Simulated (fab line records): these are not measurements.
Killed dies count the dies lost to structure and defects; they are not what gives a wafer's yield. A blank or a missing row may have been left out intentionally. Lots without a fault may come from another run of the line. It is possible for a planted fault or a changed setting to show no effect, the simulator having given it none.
fab line records	flow sky130
record lots=24	wafers=72	lastDay=50
route steps=708 shown LDD_HVN@276 SPACER@305 POLY_CUT@317 LOCAL_INTERCONNECT@389 CONTACT@406
lots untouched by any fault: they come from a run of this same line in which no faults occurred
startH: start of the lot's first displayed wafer, in hours after the record's first day	waitH: hours from the lot's prior step to this one	" same as the row above	L1.1+2: several wafers, shown together as one row	- value missing, or start not given	* or withheld: withheld	< > ~ a bound
route shown NAME@n: NAME is a module with steps in the file, n the number in the route of the first one	usual: average and standard deviation across the fault-free wafers	same: alike in all rows	chamber/n: place in a boat	sites: readings site by site	_std_site: standard deviation across them	_edge_site: outer sites' mean less inner sites'	radiusMm: how far each site lies from the wafer's centre	mask NAME#n: copy n	behind: the most recent tool/chamber to have shaped the wafer	hold: what put the lot on hold/how long, in hours/how the hold closed	device: the transistor (n, p or np) that didn't switch	end of line: the route-end tests of the same wafers	a step given without rows: its recipe and nothing more	killed: the dies lost at the first sort to structure and to defects; this is not the yield of the wafer	map: the dies of a wafer, with x for killed, . for not killed, _ for no die there
set.NAME: the setting the step ran with; set.NAME@STEP: the setting that earlier step ran with	model.NAME: the simulator's own value behind a step, which no gauge read
a sample of lots followed through the steps of the route, with each step as a table and each wafer as a row
services: a tool's chamber out of use, with start hour (startH, from the record's first day; less than 0 if before it), hours out, and reason
## steps
# step SKY_LDD_HVN_STRIP_09
# recipe chemistry=O2/N2	powerW=1400	pressureMtorr=1500	platenTempC=withheld	o2FlowSccm=3000	n2FlowSccm=300	overashFraction=0.5
# usual chamberPressureMTorr=1500.1/1.3	drypumpMotorCurrentA=6.2/0.48	oesProductAu=0.409/0.0043	stripTimeToEndpointS=4.136/0.018
lot.wafer	tool	chamber	startH	waitH	chamberPressureMTorr	drypumpMotorCurrentA	oesProductAu	rfHoursCounterH	stripTimeToEndpointS
L074.1	plasmaAsher-01	1	460.17	0.1	1497.5	6.4	0.409	38	4.166
L074.4	"	0	"	"	1500.1	6.3	0.407	-	4.151
L074.6	"	0	"	"	1502.4	6.2	0.410	-	4.131
L075.3	plasmaAsher-01	0	461.11	0.1	1500.6	6.3	0.418	-	4.136
L075.4	"	1	"	"	1501.2	6.4	0.412	-	4.160
L075.5	"	1	"	"	1501.2	6.4	0.404	-	4.107
L076.4	plasmaAsher-01	0	463.02	0.1	1499.1	6.3	0.414	-	4.112
L076.5	"	0	"	"	1498.4	6.3	0.399	-	4.129
L076.6	"	1	"	"	1500.0	6.4	0.398	-	4.141
L077.1	plasmaAsher-04	0	477.54	0.1	1500.9	5.2	0.407	75	4.137
L077.2	"	1	"	"	1500.4	6.7	0.401	75	4.133
L077.4	"	0	"	"	1499.7	5.2	0.414	-	4.140
L078.4	plasmaAsher-04	0	489.82	0.1	1499.7	5.2	0.418	-	4.136
L078.5	"	0	"	"	1498.8	5.2	0.403	-	4.103
L078.6	"	1	"	"	1499.2	6.7	0.405	-	4.111
L079.2	plasmaAsher-04	1	501.49	0.1	1501.2	6.7	0.402	78	4.126
L079.5	"	0	"	"	1500.1	5.2	0.407	-	4.143
L079.6	"	1	"	"	1502.2	6.8	0.411	-	4.142
L081.1	plasmaAsher-02	1	509.94	0.1	1501.0	6.2	0.408	65	4.123
L081.2	"	0	"	"	1500.5	5.8	0.414	65	4.119
L081.6	"	0	"	"	1498.9	5.8	0.405	-	4.154
L080.1	plasmaAsher-01	1	512.47	0.1	1499.3	6.4	0.404	43	4.156
L080.2	"	0	"	"	1501.5	6.3	0.403	43	4.153
L080.4	"	0	"	"	1500.7	6.3	0.406	-	4.161
L082.1	plasmaAsher-01	1	525.19	0.1	1499.0	6.4	0.408	44	4.150
L082.4	"	0	"	"	1499.8	6.3	0.409	-	4.156
L082.6	"	0	"	"	1499.2	6.3	0.406	-	4.130
L083.2	plasmaAsher-01	1	538.79	0.1	1500.4	6.4	0.403	46	4.114
L083.4	"	0	"	"	1499.2	6.3	0.408	-	4.099
L083.6	"	0	"	"	1498.7	6.3	0.406	-	4.119
L084.1	plasmaAsher-04	0	548.94	0.1	1499.4	5.2	0.413	81	4.125
L084.2	"	1	"	"	1498.8	6.8	0.409	81	4.133
L084.3	"	0	"	"	1500.3	5.2	0.411	-	4.148
L085.2	plasmaAsher-04	0	563.67	0.1	1500.0	5.2	0.404	82	4.134
L085.3	"	1	"	"	1502.5	6.8	0.407	-	4.127
L085.4	"	0	"	"	1502.0	5.2	0.414	-	4.119
L090.1	plasmaAsher-01	0	615.27	0.1	1498.6	6.3	0.404	54	4.146
L090.4	"	0	"	"	1499.2	6.3	0.417	-	4.119
L090.5	"	1	"	"	1503.0	6.4	0.407	-	4.133
L086.1	plasmaAsher-01	0	617.54	0.1	1501.4	6.3	0.407	54	4.135
L086.2	"	1	"	"	1501.7	6.4	0.409	54	4.127
L086.5	"	0	"	"	1497.5	6.3	0.408	-	4.134
L087.1	plasmaAsher-02	0	621.49	0.1	1498.8	5.8	0.406	77	4.159
L087.2	"	1	"	"	1499.3	6.2	0.408	77	4.149
L087.3	"	1	"	"	1499.4	6.2	0.415	-	4.149
L088.1	plasmaAsher-01	0	624.34	0.1	1500.1	6.3	0.405	54	4.126
L088.3	"	0	"	"	1501.3	6.3	0.403	-	4.136
L088.6	"	0	"	"	1500.4	6.3	0.409	-	4.124
L089.2	plasmaAsher-01	1	625.44	0.1	1499.9	6.4	0.411	55	4.131
L089.3	"	0	"	"	1499.2	6.3	0.408	-	4.109
L089.6	"	1	"	"	1502.2	6.4	0.408	-	4.122
L091.1	plasmaAsher-04	1	626.09	0.1	1503.4	6.8	0.401	89	4.129
L091.3	"	1	"	"	1502.1	6.8	0.406	-	4.111
L091.5	"	1	"	"	1502.1	6.8	0.405	-	4.104
L092.1	plasmaAsher-04	0	633.49	0.1	1501.0	5.2	0.410	89	4.149
L092.2	"	1	"	"	1499.7	6.8	0.408	89	4.148
L092.3	"	1	"	"	1502.9	6.8	0.414	-	4.138
L093.1	plasmaAsher-01	1	635.37	0.1	1500.5	6.4	0.418	56	4.165
L093.3	"	0	"	"	1500.2	6.3	0.412	-	4.155
L093.6	"	0	"	"	1500.4	6.3	0.405	-	4.136
L094.2	plasmaAsher-02	0	641.99	0.1	1500.0	5.8	0.407	79	4.141
L094.4	"	1	"	"	1500.5	6.2	0.405	-	4.173
L094.6	"	1	"	"	1500.3	6.2	0.413	-	4.157
L095.1	plasmaAsher-01	0	643.29	0.1	1500.5	6.3	0.411	56	4.169
L095.2	"	1	"	"	1498.7	6.4	0.401	56	4.142
L095.5	"	0	"	"	1499.3	6.3	0.404	-	4.146
L096.1	plasmaAsher-01	1	655.87	0.1	1499.7	6.4	0.402	58	4.137
L096.5	"	0	"	"	1499.2	6.3	0.415	-	4.139
L096.6	"	1	"	"	1498.0	6.4	0.409	-	4.154
L097.4	plasmaAsher-04	0	662.52	0.1	1500.8	5.2	0.401	-	4.120
L097.5	"	1	"	"	1500.9	6.8	0.409	-	4.126
L097.6	"	0	"	"	1499.1	5.2	0.409	-	4.116
# step SKY_SPACER_THK_MEAS_01
# recipe reads=Si3N4_of_SPACER_CVD_00
# usual SPACER_CVD_00_THK=43.3/0.42
lot.wafer	tool	chamber	startH	waitH	SPACER_CVD_00_THK[nm]
L074.1	filmMetro-02	-	522.99	0.0	43.4
L074.4	"	-	"	"	43.5
L074.6	"	-	"	"	43.7
L075.3	filmMetro-04	-	524.21	0.0	44.2
L075.4	"	-	"	"	44.0
L075.5	"	-	"	"	43.8
L076.4	filmMetro-04	-	526.48	0.0	43.9
L076.5	"	-	"	"	43.9
L076.6	"	-	"	"	43.8
L077.1	filmMetro-02	-	539.74	0.0	43.8
L077.2	"	-	"	"	43.4
L077.4	"	-	"	"	43.6
L078.4	filmMetro-02	-	553.02	0.0	43.3
L078.5	"	-	"	"	43.1
L078.6	"	-	"	"	43.8
L079.2	filmMetro-01	-	563.96	0.0	42.7
L079.5	"	-	"	"	42.3
L079.6	"	-	"	"	42.7
L081.1	filmMetro-04	-	571.75	0.0	43.3
L081.2	"	-	"	"	43.3
L081.6	"	-	"	"	43.4
L080.1	filmMetro-02	-	576.93	0.0	43.1
L080.2	"	-	"	"	42.9
L080.4	"	-	"	"	43.1
L082.1	filmMetro-04	-	587.31	0.0	42.9
L082.4	"	-	"	"	42.9
L082.6	"	-	"	"	43.0
L083.2	filmMetro-04	-	599.90	0.0	42.7
L083.4	"	-	"	"	42.9
L083.6	"	-	"	"	43.2
L084.1	filmMetro-04	-	610.25	0.0	43.1
L084.2	"	-	"	"	43.2
L084.3	"	-	"	"	42.6
L085.2	filmMetro-02	-	624.50	0.0	43.6
L085.3	"	-	"	"	43.5
L085.4	"	-	"	"	43.7
L090.1	filmMetro-01	-	674.93	0.0	43.8
L090.4	"	-	"	"	43.5
L090.5	"	-	"	"	43.6
L086.1	filmMetro-02	-	677.65	0.0	42.9
L086.2	"	-	"	"	43.1
L086.5	"	-	"	"	43.4
L087.1	filmMetro-04	-	681.79	0.0	43.2
L087.2	"	-	"	"	43.4
L087.3	"	-	"	"	43.2
L088.1	filmMetro-01	-	682.98	0.0	43.1
L088.3	"	-	"	"	43.2
L088.6	"	-	"	"	43.4
L089.2	filmMetro-01	-	684.20	0.0	44.0
L089.3	"	-	"	"	44.2
L089.6	"	-	"	"	43.7
L091.1	filmMetro-04	-	687.36	0.0	43.4
L091.3	"	-	"	"	42.8
L091.5	"	-	"	"	43.3
L092.1	filmMetro-02	-	692.33	0.0	44.0
L092.2	"	-	"	"	43.7
L092.3	"	-	"	"	43.5
L093.1	filmMetro-02	-	693.79	0.0	43.5
L093.3	"	-	"	"	42.8
L093.6	"	-	"	"	43.2
L095.1	filmMetro-02	-	701.32	0.0	43.4
L095.2	"	-	"	"	43.5
L095.5	"	-	"	"	43.3
L094.2	filmMetro-04	-	701.33	0.0	42.5
L094.4	"	-	"	"	42.8
L094.6	"	-	"	"	43.2
L096.1	filmMetro-04	-	713.64	0.0	42.9
L096.5	"	-	"	"	42.7
L096.6	"	-	"	"	42.8
L097.4	filmMetro-02	-	720.23	0.0	43.5
L097.5	"	-	"	"	43.5
L097.6	"	-	"	"	43.6
# step SKY_POLY_CUT_ETCH_10
# recipe chemistry=N2/H2	target=BARC	ionEnergyEv=200	sourceW=500	biasW=100	pressureMtorr=30	n2FlowSccm=100	h2FlowSccm=200	stopOn=SiO2	timeS=45.9	targetDepthA=600
# usual chamberPressureMTorr=30.003/0.027	drypumpMotorCurrentA=5.8/0.52	oesProductAu=0.854/0.0046	throttleValvePct=13.226/0.0091
lot.wafer	tool	chamber	startH	waitH	chamberPressureMTorr	drypumpMotorCurrentA	oesProductAu	rfHoursCounterH	throttleValvePct
L074.1	rieDiel-01	1	553.54	0.0	29.983	6.4	0.855	11	13.240
L074.4	"	3	"	"	29.974	5.8	0.856	2	13.226
L074.6	"	0	"	"	30.019	6.6	0.855	-	13.219
L075.3	rieDiel-04	3	554.79	0.0	30.013	4.9	0.854	59	13.223
L075.4	"	0	"	"	30.013	6.0	0.860	11	13.217
L075.5	"	3	"	"	30.009	4.9	0.850	-	13.235
L076.4	rieDiel-01	3	556.99	0.0	29.979	5.8	0.852	2	13.234
L076.5	"	3	"	"	29.994	5.8	0.853	-	13.215
L076.6	"	2	"	"	30.000	5.7	0.856	-	13.230
L077.1	rieDiel-01	0	569.49	0.0	30.022	6.7	0.856	11	13.226
L077.2	"	1	"	"	29.975	6.3	0.857	12	13.234
L077.4	"	3	"	"	29.974	5.8	0.849	2	13.221
L078.4	rieDiel-01	3	582.21	0.0	29.937	5.8	0.847	2	13.220
L078.5	"	1	"	"	30.011	6.4	0.860	-	13.230
L078.6	"	2	"	"	30.013	5.7	0.858	-	13.213
L079.2	rieDiel-04	3	593.71	0.0	30.012	4.9	0.856	60	13.227
L079.5	"	2	"	"	30.047	5.6	0.861	-	13.240
L079.6	"	1	"	"	29.991	5.6	0.858	-	13.216
L081.1	rieDiel-02	2	601.69	0.0	30.053	5.7	0.852	47	13.212
L081.2	"	1	"	"	30.059	6.3	0.849	2	13.226
L081.6	"	1	"	"	29.953	6.3	0.857	-	13.231
L080.1	rieDiel-04	2	607.58	0.0	30.026	5.6	0.855	3	13.224
L080.2	"	3	"	"	29.985	4.9	0.851	61	13.232
L080.4	"	0	"	"	29.956	6.0	0.855	12	13.227
L082.1	rieDiel-04	1	617.49	0.0	30.016	5.6	0.863	14	13.232
L082.4	"	2	"	"	29.975	5.6	0.856	4	13.222
L082.6	"	3	"	"	29.988	4.9	0.854	-	13.211
L083.2	rieDiel-02	2	630.56	0.0	29.992	5.7	0.859	47	13.225
L083.4	"	0	"	"	29.998	4.8	0.857	6	13.234
L083.6	"	1	"	"	29.967	6.4	0.857	-	13.236
L084.1	rieDiel-02	2	640.76	0.0	29.985	5.7	0.857	47	13.219
L084.2	"	1	"	"	30.025	6.4	0.846	2	13.247
L084.3	"	3	"	"	29.990	6.1	0.854	10	13.226
L085.2	rieDiel-01	2	653.54	0.0	29.970	5.7	0.854	5	13.230
L085.3	"	3	"	"	30.012	5.8	0.855	4	13.236
L085.4	"	0	"	"	30.023	6.6	0.856	13	13.203
L090.1	rieDiel-04	2	702.99	0.0	30.022	5.6	0.854	5	13.244
L090.4	"	1	"	"	30.016	5.6	0.848	17	13.225
L090.5	"	1	"	"	29.990	5.6	0.853	-	13.242
L086.1	rieDiel-01	0	705.69	0.0	30.013	6.5	0.851	14	13.233
L086.2	"	1	"	"	30.026	6.4	0.857	14	13.229
L086.5	"	1	"	"	30.002	6.4	0.856	-	13.224
L087.1	rieDiel-01	0	710.14	0.0	29.985	6.6	0.859	14	13.231
L087.2	"	3	"	"	29.985	5.8	0.853	5	13.211
L087.3	"	1	"	"	30.001	6.3	0.848	15	13.236
L088.1	rieDiel-04	3	711.69	0.0	29.973	4.9	0.850	1	13.229
L088.3	"	1	"	"	30.018	5.6	0.855	17	13.241
L088.6	"	3	"	"	30.049	4.9	0.865	-	13.239
L089.2	rieDiel-01	3	712.99	0.0	29.983	5.8	0.859	5	13.219
L089.3	"	0	"	"	30.048	6.6	0.856	14	13.217
L089.6	"	0	"	"	30.037	6.6	0.852	-	13.228
L091.1	rieDiel-01	3	715.89	0.0	29.996	5.8	0.851	5	13.222
L091.3	"	2	"	"	30.023	5.7	0.859	6	13.215
L091.5	"	0	"	"	29.987	6.6	0.849	-	13.222
L092.1	rieDiel-04	1	721.08	0.0	30.021	5.6	0.854	18	13.229
L092.2	"	3	"	"	30.050	4.9	0.855	1	13.215
L092.3	"	0	"	"	30.008	6.0	0.854	16	13.229
L093.1	rieDiel-02	3	721.64	0.0	30.007	6.1	0.855	12	13.219
L093.3	"	0	"	"	29.970	4.9	0.853	7	13.223
L093.6	"	0	"	"	30.019	4.9	0.852	-	13.247
L094.2	rieDiel-02	0	729.56	0.0	30.022	4.8	0.857	8	13.233
L094.4	"	0	"	"	30.015	4.8	0.850	-	13.221
L094.6	"	3	"	"	30.003	6.1	0.852	-	13.227
L095.1	rieDiel-04	0	729.91	0.0	30.033	6.0	0.853	16	13.216
L095.2	"	2	"	"	30.001	5.6	0.860	6	13.223
L095.5	"	3	"	"	30.003	4.9	0.849	-	13.247
L096.1	rieDiel-04	3	741.29	0.0	30.010	4.9	0.850	2	13.224
L096.5	"	0	"	"	30.060	6.0	0.849	-	13.220
L096.6	"	3	"	"	30.009	4.9	0.847	-	13.227
L097.4	rieDiel-04	3	747.79	0.0	30.033	5.0	0.858	2	13.238
L097.5	"	2	"	"	30.049	5.6	0.851	-	13.230
L097.6	"	1	"	"	29.947	5.6	0.847	-	13.229
# step SKY_POLY_CUT_ETCH_11
# recipe target=Si3N4	chemistry=CF4/CH2F2/Ar	stopOn=poly-Si	sourceW=600	biasW=150	pressureMtorr=40	cf4FlowSccm=40	ch2f2FlowSccm=20	Ar_flow_sccm=150	timeS=42.5	targetDepthA=600
# usual chamberPressureMTorr=40.00/0.039	drypumpMotorCurrentA=5.8/0.53	oesProductAu=0.830/0.0056	throttleValvePct=14.994/0.0089
lot.wafer	tool	chamber	startH	waitH	chamberPressureMTorr	drypumpMotorCurrentA	oesProductAu	rfHoursCounterH	throttleValvePct
L074.1	rieDiel-01	1	553.59	0.0	39.95	6.4	0.830	12	14.989
L074.4	"	3	"	"	40.01	5.8	0.832	2	14.995
L074.6	"	0	"	"	40.00	6.6	0.831	-	14.989
L075.3	rieDiel-04	3	554.83	0.0	40.00	4.9	0.827	59	15.004
L075.4	"	0	"	"	39.94	6.0	0.842	11	14.991
L075.5	"	3	"	"	39.98	4.9	0.824	-	14.993
L076.4	rieDiel-01	3	557.04	0.0	39.93	5.8	0.829	2	14.995
L076.5	"	3	"	"	40.00	5.8	0.838	-	14.998
L076.6	"	2	"	"	40.03	5.7	0.840	-	14.986
L077.1	rieDiel-01	0	569.53	0.0	39.99	6.6	0.830	11	14.994
L077.2	"	1	"	"	39.99	6.3	0.835	12	14.993
L077.4	"	3	"	"	39.97	5.8	0.829	2	14.988
L078.4	rieDiel-01	3	582.25	0.0	40.00	5.8	0.822	2	14.998
L078.5	"	1	"	"	39.99	6.4	0.824	-	14.994
L078.6	"	2	"	"	40.05	5.7	0.825	-	14.991
L079.2	rieDiel-04	3	593.75	0.0	40.05	4.9	0.822	60	14.997
L079.5	"	2	"	"	40.05	5.6	0.835	-	14.997
L079.6	"	1	"	"	39.98	5.6	0.825	-	14.995
L081.1	rieDiel-02	2	601.73	0.0	39.98	5.7	0.823	47	14.990
L081.2	"	1	"	"	40.01	6.4	0.823	2	14.980
L081.6	"	1	"	"	40.04	6.4	0.823	-	15.006
L080.1	rieDiel-04	2	607.62	0.0	40.01	5.6	0.837	3	14.976
L080.2	"	3	"	"	40.01	4.9	0.826	61	14.994
L080.4	"	0	"	"	40.02	6.0	0.843	12	14.991
L082.1	rieDiel-04	1	617.54	0.0	39.97	5.6	0.838	14	14.986
L082.4	"	2	"	"	40.01	5.6	0.829	4	14.993
L082.6	"	3	"	"	39.93	4.9	0.836	-	14.992
L083.2	rieDiel-02	2	630.61	0.0	39.92	5.7	0.835	47	15.010
L083.4	"	0	"	"	39.98	4.8	0.836	6	14.991
L083.6	"	1	"	"	39.98	6.4	0.827	-	14.991
L084.1	rieDiel-02	2	640.80	0.0	40.03	5.7	0.838	47	14.999
L084.2	"	1	"	"	39.98	6.4	0.839	2	14.985
L084.3	"	3	"	"	40.00	6.1	0.832	10	15.000
L085.2	rieDiel-01	2	653.59	0.0	40.02	5.6	0.825	5	14.969
L085.3	"	3	"	"	40.05	5.8	0.828	4	14.994
L085.4	"	0	"	"	40.00	6.6	0.825	13	14.998
L090.1	rieDiel-04	2	703.04	0.0	40.08	5.6	0.822	5	14.993
L090.4	"	1	"	"	40.05	5.6	0.822	17	14.992
L090.5	"	1	"	"	40.00	5.6	0.825	-	15.001
L086.1	rieDiel-01	0	705.73	0.0	40.07	6.6	0.823	14	15.013
L086.2	"	1	"	"	40.01	6.4	0.831	14	14.970
L086.5	"	1	"	"	39.97	6.4	0.821	-	14.996
L087.1	rieDiel-01	0	710.18	0.0	39.95	6.6	0.822	14	14.995
L087.2	"	3	"	"	40.01	5.7	0.828	5	14.994
L087.3	"	1	"	"	40.01	6.4	0.833	15	14.998
L088.1	rieDiel-04	3	711.73	0.0	39.99	4.9	0.826	1	15.001
L088.3	"	1	"	"	39.99	5.6	0.830	17	14.998
L088.6	"	3	"	"	40.00	4.9	0.824	-	14.996
L089.2	rieDiel-01	3	713.03	0.0	39.98	5.8	0.829	5	14.998
L089.3	"	0	"	"	40.13	6.7	0.831	14	14.989
L089.6	"	0	"	"	40.00	6.6	0.829	-	14.984
L091.1	rieDiel-01	3	715.93	0.0	40.01	5.8	0.831	5	14.980
L091.3	"	2	"	"	39.95	5.7	0.829	6	14.978
L091.5	"	0	"	"	40.03	6.6	0.827	-	15.016
L092.1	rieDiel-04	1	721.12	0.0	40.06	5.6	0.825	18	14.993
L092.2	"	3	"	"	40.03	4.9	0.825	1	14.990
L092.3	"	0	"	"	39.96	6.0	0.832	16	15.002
L093.1	rieDiel-02	3	721.69	0.0	39.93	6.1	0.845	12	15.001
L093.3	"	0	"	"	39.94	4.8	0.838	7	14.991
L093.6	"	0	"	"	39.94	4.8	0.837	-	14.985
L094.2	rieDiel-02	0	729.60	0.0	40.03	4.8	0.828	8	14.999
L094.4	"	0	"	"	39.99	4.8	0.835	-	15.004
L094.6	"	3	"	"	40.05	6.1	0.826	-	15.011
L095.1	rieDiel-04	0	729.95	0.0	40.05	6.0	0.831	16	14.990
L095.2	"	2	"	"	40.00	5.6	0.830	6	14.995
L095.5	"	3	"	"	40.01	4.9	0.828	-	14.989
L096.1	rieDiel-04	3	741.34	0.0	39.94	4.9	0.833	2	14.990
L096.5	"	0	"	"	40.02	6.0	0.827	-	14.985
L096.6	"	3	"	"	39.97	4.9	0.835	-	14.989
L097.4	rieDiel-04	3	747.84	0.0	39.96	4.9	0.833	2	14.994
L097.5	"	2	"	"	39.96	5.6	0.826	-	14.987
L097.6	"	1	"	"	39.97	5.6	0.823	-	15.004
# step SKY_LOCAL_INTERCONNECT_THK_MEAS_02
# recipe thkMeasGauge=xrf	reads=TiN_of_LOCAL_INTERCONNECT_SPUTTER_00
# usual LOCAL_INTERCONNECT_TIN_THK=99.7/1.5
lot.wafer	tool	chamber	startH	waitH	LOCAL_INTERCONNECT_TIN_THK[nm]
L074.1	filmMetro-01	-	673.56	0.1	99.8
L074.4	"	-	"	"	98.0
L074.6	"	-	"	"	98.6
L075.3	filmMetro-03	-	676.58	0.1	99.2
L075.4	"	-	"	"	97.5
L075.5	"	-	"	"	99.2
L076.4	filmMetro-01	-	679.04	0.1	98.3
L076.5	"	-	"	"	99.5
L076.6	"	-	"	"	100.6
L077.1	filmMetro-03	-	688.09	0.1	97.5
L077.2	"	-	"	"	97.5
L077.4	"	-	"	"	99.4
L078.4	filmMetro-03	-	702.17	0.1	97.7
L078.5	"	-	"	"	97.3
L078.6	"	-	"	"	97.8
L079.2	filmMetro-03	-	710.80	0.1	98.2
L079.5	"	-	"	"	98.4
L079.6	"	-	"	"	99.2
L081.1	filmMetro-01	-	720.19	0.1	101.1
L081.2	"	-	"	"	100.2
L081.6	"	-	"	"	100.0
L080.1	filmMetro-03	-	723.91	0.1	98.5
L080.2	"	-	"	"	98.3
L080.4	"	-	"	"	98.8
L082.1	filmMetro-03	-	734.44	0.1	100.4
L082.4	"	-	"	"	99.1
L082.6	"	-	"	"	99.6
L083.2	filmMetro-01	-	745.43	0.1	100.1
L083.4	"	-	"	"	100.5
L083.6	"	-	"	"	100.6
L084.1	filmMetro-01	-	754.84	0.1	99.9
L084.2	"	-	"	"	101.8
L084.3	"	-	"	"	101.8
L085.2	filmMetro-03	-	768.94	0.1	99.9
L085.3	"	-	"	"	100.1
L085.4	"	-	"	"	99.5
L090.1	filmMetro-01	-	815.44	0.1	102.4
L090.4	"	-	"	"	103.8
L090.5	"	-	"	"	103.1
L086.1	filmMetro-03	-	817.39	0.1	100.6
L086.2	"	-	"	"	99.2
L086.5	"	-	"	"	101.4
L087.1	filmMetro-01	-	822.79	0.1	99.4
L087.2	"	-	"	"	99.9
L087.3	"	-	"	"	99.5
L088.1	filmMetro-02	-	823.99	0.1	102.7
L088.3	"	-	"	"	101.2
L088.6	"	-	"	"	102.1
L089.2	filmMetro-01	-	825.87	0.1	101.3
L089.3	"	-	"	"	100.4
L089.6	"	-	"	"	100.7
L091.1	filmMetro-03	-	827.90	0.1	100.2
L091.3	"	-	"	"	97.7
L091.5	"	-	"	"	99.5
L092.1	filmMetro-01	-	832.69	0.1	99.5
L092.2	"	-	"	"	101.5
L092.3	"	-	"	"	100.4
L093.1	filmMetro-03	-	834.23	0.1	97.9
L093.3	"	-	"	"	98.2
L093.6	"	-	"	"	98.2
L094.2	filmMetro-03	-	840.47	0.1	99.7
L094.4	"	-	"	"	97.6
L094.6	"	-	"	"	98.5
L095.1	filmMetro-02	-	841.19	0.1	99.1
L095.2	"	-	"	"	101.0
L095.5	"	-	"	"	98.0
L096.1	filmMetro-03	-	851.69	0.1	99.8
L096.5	"	-	"	"	99.5
L096.6	"	-	"	"	100.7
L097.4	filmMetro-01	-	857.69	0.1	102.1
L097.5	"	-	"	"	100.7
L097.6	"	-	"	"	100.7
# step SKY_CONTACT_CVD_00
# recipe material=Si3N4	targetThkNm=75	tempC=400	timeS=withheld	rfW=450
# usual heaterPowerW=658/76
lot.wafer	tool	chamber	startH	waitH	heaterPowerW
L074.1	pecvd-02	1	701.97	0.0	723
L074.4	"	2	"	"	585
L074.6	"	0	"	"	694
L075.3	pecvd-04	2	705.00	0.0	637
L075.4	"	1	"	"	638
L075.5	"	2	"	"	646
L076.4	pecvd-01	1	707.67	0.0	699
L076.5	"	0	"	"	691
L076.6	"	2	"	"	584
L077.1	pecvd-02	0	716.62	0.0	659
L077.2	"	2	"	"	622
L077.4	"	0	"	"	681
L078.4	pecvd-04	1	730.98	0.0	638
L078.5	"	0	"	"	752
L078.6	"	2	"	"	588
L079.2	pecvd-02	0	739.93	0.0	695
L079.5	"	1	"	"	711
L079.6	"	0	"	"	696
L081.1	pecvd-02	0	748.62	0.0	701
L081.2	"	1	"	"	704
L081.6	"	0	"	"	679
L080.1	pecvd-01	1	752.15	0.0	663
L080.2	"	2	"	"	707
L080.4	"	2	"	"	700
L082.1	pecvd-04	2	762.88	0.0	561
L082.4	"	1	"	"	617
L082.6	"	0	"	"	837
L083.2	pecvd-02	1	772.90	0.0	588
L083.4	"	2	"	"	543
L083.6	"	1	"	"	590
L084.1	pecvd-02	0	781.98	0.0	751
L084.2	"	2	"	"	618
L084.3	"	1	"	"	743
L085.2	pecvd-04	2	796.56	0.0	553
L085.3	"	1	"	"	667
L085.4	"	2	"	"	563
L090.1	pecvd-01	2	842.27	0.0	609
L090.4	"	1	"	"	688
L090.5	"	2	"	"	583
L086.1	pecvd-02	1	844.01	0.0	689
L086.2	"	2	"	"	615
L086.5	"	2	"	"	606
L087.1	pecvd-04	1	849.32	0.0	598
L087.2	"	0	"	"	735
L087.3	"	2	"	"	647
L088.1	pecvd-02	1	850.33	0.0	582
L088.3	"	2	"	"	604
L088.6	"	1	"	"	595
L089.2	pecvd-02	0	852.77	0.0	783
L089.3	"	2	"	"	556
L089.6	"	1	"	"	651
L091.1	pecvd-04	1	854.40	0.0	666
L091.3	"	2	"	"	570
L091.5	"	1	"	"	673
L092.1	pecvd-04	0	859.21	0.0	817
L092.2	"	1	"	"	572
L092.3	"	2	"	"	573
L093.1	pecvd-01	0	860.97	0.0	626
L093.3	"	1	"	"	704
L093.6	"	1	"	"	714
L094.2	pecvd-02	2	867.10	0.0	579
L094.4	"	2	"	"	575
L094.6	"	0	"	"	649
L095.1	pecvd-04	1	868.05	0.0	672
L095.2	"	2	"	"	542
L095.5	"	0	"	"	717
L096.1	pecvd-02	2	878.31	0.0	528
L096.5	"	0	"	"	766
L096.6	"	1	"	"	693
L097.4	pecvd-02	2	884.53	0.0	538
L097.5	"	0	"	"	752
L097.6	"	1	"	"	614
## services
tool	chamber	startH	hours	kind
rieDiel-04	-	480.27	0.7	repair
plasmaAsher-01	-	497.35	7.7	repair
rieDiel-01	1	510.31	1.7	repair
pecvd-02	2	511.25	10.6	repair
rieDiel-04	-	512.88	14.6	pm
pecvd-02	-	518.86	5.4	repair
rieDiel-01	0	534.29	7.8	repair
pecvd-02	-	542.22	1.5	repair
rieDiel-01	1	585.44	10.5	repair
rieDiel-01	0	588.31	2.6	repair
rieDiel-04	0	589.71	9.3	repair
pecvd-02	-	632.23	2.8	pm
rieDiel-04	2	650.28	19.7	repair
pecvd-02	0	661.90	3.6	repair
pecvd-02	0	672.37	4.7	repair
rieDiel-04	2	688.98	5.5	repair
rieDiel-01	-	745.65	2.8	pm
plasmaAsher-01	-	750.55	6.6	repair
rieDiel-04	3	757.67	8.2	repair
pecvd-02	-	773.60	5.7	repair
plasmaAsher-01	-	774.90	15.6	pm
pecvd-02	2	782.72	3.9	repair
plasmaAsher-01	-	861.32	14.2	pm
rieDiel-04	0	870.81	1.3	repair
## key
fault none
